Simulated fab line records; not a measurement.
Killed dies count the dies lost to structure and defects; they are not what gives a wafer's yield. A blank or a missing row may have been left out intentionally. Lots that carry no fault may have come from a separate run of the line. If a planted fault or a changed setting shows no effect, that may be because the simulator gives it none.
The tool behind it: which one? / flow gf180mcu / Sampling: 13 lots, 39 wafers, 4 of 602 route steps

WHAT THE GAUGES READ, wafer by wafer
GF_PSD_RS_MEAS_14: uses a four-point probe to measure.
lot=L126; measured=day 14 01:01; on=film-metro-03; NSD_RS (ohm/sq)=46.09 46.20 46.03
lot=L129; measured=day 14 23:32; on=film-metro-03; NSD_RS (ohm/sq)=46.14 46.11 46.07
lot=L130; measured=day 15 09:01; on=film-metro-03; NSD_RS (ohm/sq)=46.19 45.90 46.17
lot=L131; measured=day 15 17:41; on=film-metro-01; NSD_RS (ohm/sq)=46.03 46.12 46.17
lot=L132; measured=day 16 10:02; on=film-metro-03; NSD_RS (ohm/sq)=46.21 46.21 46.14
lot=L133; measured=day 16 22:25; on=film-metro-02; NSD_RS (ohm/sq)=46.02 46.07 46.17
lot=L134; measured=day 17 04:02; on=film-metro-01; NSD_RS (ohm/sq)=45.93 46.21 46.08
lot=L135; measured=day 17 12:38; on=film-metro-01; NSD_RS (ohm/sq)=46.10 45.95 45.98
lot=L140; measured=day 19 15:52; on=film-metro-01; NSD_RS (ohm/sq)=41.78 41.88 41.91 41.84 41.90 42.01
lot=L142; measured=day 20 09:23; on=film-metro-02; NSD_RS (ohm/sq)=41.97 41.91 41.78 41.96 41.84 41.75
lot=L144; measured=day 20 21:10; on=film-metro-02; NSD_RS (ohm/sq)=46.08 45.91 46.06
lot=L145; measured=day 21 05:18; on=film-metro-02; NSD_RS (ohm/sq)=46.14 46.06 46.19
lot=L149; measured=day 22 03:20; on=film-metro-01; NSD_RS (ohm/sq)=46.10 46.03 46.10

GF_M2_CD_MEAS_14 targets a cd of 280 nm.
lot=L126; measured=day 18 21:05; on=cd-sem-01; cd-nm (nm)=278.1 278.6 277.9
lot=L129; measured=day 19 23:47; on=cd-sem-02; cd-nm (nm)=280.5 280.6 280.5
lot=L130; measured=day 20 10:05; on=cd-sem-02; cd-nm (nm)=277.8 278.9 280.1
lot=L131; measured=day 20 21:22; on=cd-sem-01; cd-nm (nm)=280.9 281.7 281.3
lot=L132; measured=day 21 13:09; on=cd-sem-01; cd-nm (nm)=279.0 279.2 279.8
lot=L133; measured=day 22 03:11; on=cd-sem-02; cd-nm (nm)=278.3 279.5 279.4
lot=L134; measured=day 22 08:52; on=cd-sem-01; cd-nm (nm)=279.2 279.0 278.3
lot=L135; measured=day 22 18:28; on=cd-sem-02; cd-nm (nm)=280.8 280.3 279.2
lot=L144; measured=day 25 19:17; on=cd-sem-01; cd-nm (nm)=279.1 279.2 279.6
lot=L145; measured=day 26 03:29; on=cd-sem-01; cd-nm (nm)=279.6 277.8 278.8
lot=L149; measured=day 26 22:48; on=cd-sem-02; cd-nm (nm)=280.0 279.0 278.9

GF_V3_CD_MEAS_14 targets a cd of 260 nm.
lot=L126; measured=day 22 01:49; on=cd-sem-01; cd-nm (nm)=258.9 258.2 260.1
lot=L129; measured=day 23 02:50; on=cd-sem-02; cd-nm (nm)=257.9 258.8 258.1
lot=L130; measured=day 23 11:41; on=cd-sem-02; cd-nm (nm)=258.6 259.7 259.2
lot=L131; measured=day 23 22:13; on=cd-sem-01; cd-nm (nm)=258.4 258.0 258.0
lot=L132; measured=day 24 13:19; on=cd-sem-02; cd-nm (nm)=261.3 262.1 262.8
lot=L133; measured=day 25 02:17; on=cd-sem-01; cd-nm (nm)=260.5 260.4 260.5
lot=L134; measured=day 25 07:49; on=cd-sem-01; cd-nm (nm)=257.7 259.4 259.7
lot=L135; measured=day 25 16:21; on=cd-sem-01; cd-nm (nm)=260.7 261.5 262.0
lot=L144; measured=day 28 13:40; on=cd-sem-01; cd-nm (nm)=259.0 258.5 259.1
lot=L145; measured=day 28 20:04; on=cd-sem-01; cd-nm (nm)=259.2 260.3 259.3
lot=L149; measured=day 29 12:01; on=cd-sem-02; cd-nm (nm)=261.8 261.5 261.1

EACH LOT AND THE TOOL THAT RAN IT (in order: tool; ch and the chambers of the sampled wafers; start)
lot=L126; GF_PSD_RTA_13=rtp-anneal-02 ch 0, day 14 00:56
lot=L129; GF_PSD_RTA_13=rtp-anneal-01 ch 0, day 14 23:28
lot=L130; GF_PSD_RTA_13=rtp-anneal-02 ch 0, day 15 08:55
lot=L131; GF_PSD_RTA_13=rtp-anneal-02 ch 0, day 15 17:36
lot=L132; GF_PSD_RTA_13=rtp-anneal-01 ch 0, day 16 09:56
lot=L133; GF_PSD_RTA_13=rtp-anneal-01 ch 0, day 16 22:15
lot=L134; GF_PSD_RTA_13=rtp-anneal-02 ch 0, day 17 03:57
lot=L135; GF_PSD_RTA_13=rtp-anneal-02 ch 0, day 17 12:32
lot=L140; GF_PSD_RTA_13=rtp-anneal-01 ch 0, day 19 15:46
lot=L142; GF_PSD_RTA_13=rtp-anneal-01 ch 0, day 20 09:18
lot=L144; GF_PSD_RTA_13=rtp-anneal-02 ch 0, day 20 21:05
lot=L145; GF_PSD_RTA_13=rtp-anneal-02 ch 0, day 21 05:12
lot=L149; GF_PSD_RTA_13=rtp-anneal-02 ch 0, day 22 03:14
- GF_PSD_RTA_13: time 20 s.

WHAT THE TOOLS THEMSELVES READ (means of the sampled wafers that have a number; where no wafer has one, the mark that the record gives instead)
GF_PSD_RTA_13.
lot=L126; tool=rtp-anneal-02; anneal-temp-c-max=1029.1; lamp-power-pct (%)=36.5; run-length-s (s)=48.2; wafer_temp_C_max=1028.3
lot=L129; tool=rtp-anneal-01; anneal-temp-c-max=1029.4; lamp-power-pct (%)=34.2; run-length-s (s)=48.5; wafer_temp_C_max=1030.0
lot=L130; tool=rtp-anneal-02; anneal-temp-c-max=1030.3; lamp-power-pct (%)=36.5; run-length-s (s)=48.2; wafer_temp_C_max=1028.5
lot=L131; tool=rtp-anneal-02; anneal-temp-c-max=1030.4; lamp-power-pct (%)=36.5; run-length-s (s)=48.2; wafer_temp_C_max=1028.7
lot=L132; tool=rtp-anneal-01; anneal-temp-c-max=1029.1; lamp-power-pct (%)=34.2; run-length-s (s)=48.6; wafer_temp_C_max=1029.3
lot=L133; tool=rtp-anneal-01; anneal-temp-c-max=1029.9; lamp-power-pct (%)=34.3; run-length-s (s)=50.7; wafer_temp_C_max=1029.5
lot=L134; tool=rtp-anneal-02; anneal-temp-c-max=1029.3; lamp-power-pct (%)=36.5; run-length-s (s)=48.2; wafer_temp_C_max=1027.9
lot=L135; tool=rtp-anneal-02; anneal-temp-c-max=1029.6; lamp-power-pct (%)=36.5; run-length-s (s)=48.3; wafer_temp_C_max=1027.7
lot=L140; tool=rtp-anneal-01; anneal-temp-c-max=1028.7; lamp-power-pct (%)=34.2; run-length-s (s)=73.1; wafer_temp_C_max=1029.5
lot=L142; tool=rtp-anneal-01; anneal-temp-c-max=1028.6; lamp-power-pct (%)=34.2; run-length-s (s)=73.0; wafer_temp_C_max=1029.9
lot=L144; tool=rtp-anneal-02; anneal-temp-c-max=1030.7; lamp-power-pct (%)=36.5; run-length-s (s)=48.0; wafer_temp_C_max=1027.7
lot=L145; tool=rtp-anneal-02; anneal-temp-c-max=1030.3; lamp-power-pct (%)=36.5; run-length-s (s)=48.2; wafer_temp_C_max=1028.0
lot=L149; tool=rtp-anneal-02; anneal-temp-c-max=1030.5; lamp-power-pct (%)=36.5; run-length-s (s)=48.0; wafer_temp_C_max=1027.8

THE ANSWER, worked out from the rows above alone
Rule: what is usual is taken from the lots themselves. The widest of any qualifying gaps counts: lots, ordered by their means at a reading, are off when they make up no more than a third of the lots, leave a main group of 4 or more, and stand apart from it by 3 or more times the standard deviation of that group's means. The tables above print the reading to a certain number of digits; a main group whose means all agree to those digits is not used. A lot without any number at a reading at which 4 lots or more have one is off too. Any other lot the step has rows for is counted as sound. First the gauges in route order, then the tools' own readings, where a lot's mean is used as printed above. The first step at which some lot is off is used, and at that step the reading that is off furthest; a lot without a number counts as furthest.
Off: at GF_PSD_RS_MEAS_14 (NSD_RS), L140, L142. For the main group the mean is 46.09 ohm/sq and the standard deviation 0.047.
A tool fits if, at a process step before that reading, it ran every lot that is off, and no sound lot after the first of them. Not tried: the gauges at GF_PSD_RS_MEAS_14; whatever is off there is also off at GF_PSD_RTA_13, on other tools, and gauge error can't account for it. One candidate fits, namely rtp-anneal-01 at GF_PSD_RTA_13. A fault onset in the window from L133 (day 16 22:15, its last sound lot) to L140 (day 19 15:46, its first lot off) fits.
The tool's own readings at GF_PSD_RTA_13 bear it out: on the lots that are off they differ by more than 5 times the standard deviation of the sound lots' means. run-length-s reads 73.0 s there against 48.5 s on the sound lots.

WHAT THE SIMULATOR HAD PUT IN
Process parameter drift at GF_PSD_RTA_13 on rtp-anneal-01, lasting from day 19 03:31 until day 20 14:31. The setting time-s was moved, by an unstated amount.
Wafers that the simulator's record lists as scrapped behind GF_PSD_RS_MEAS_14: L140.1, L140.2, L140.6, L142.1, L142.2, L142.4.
Lots struck among those shown: L140, L142. The rule above reached the same finding.
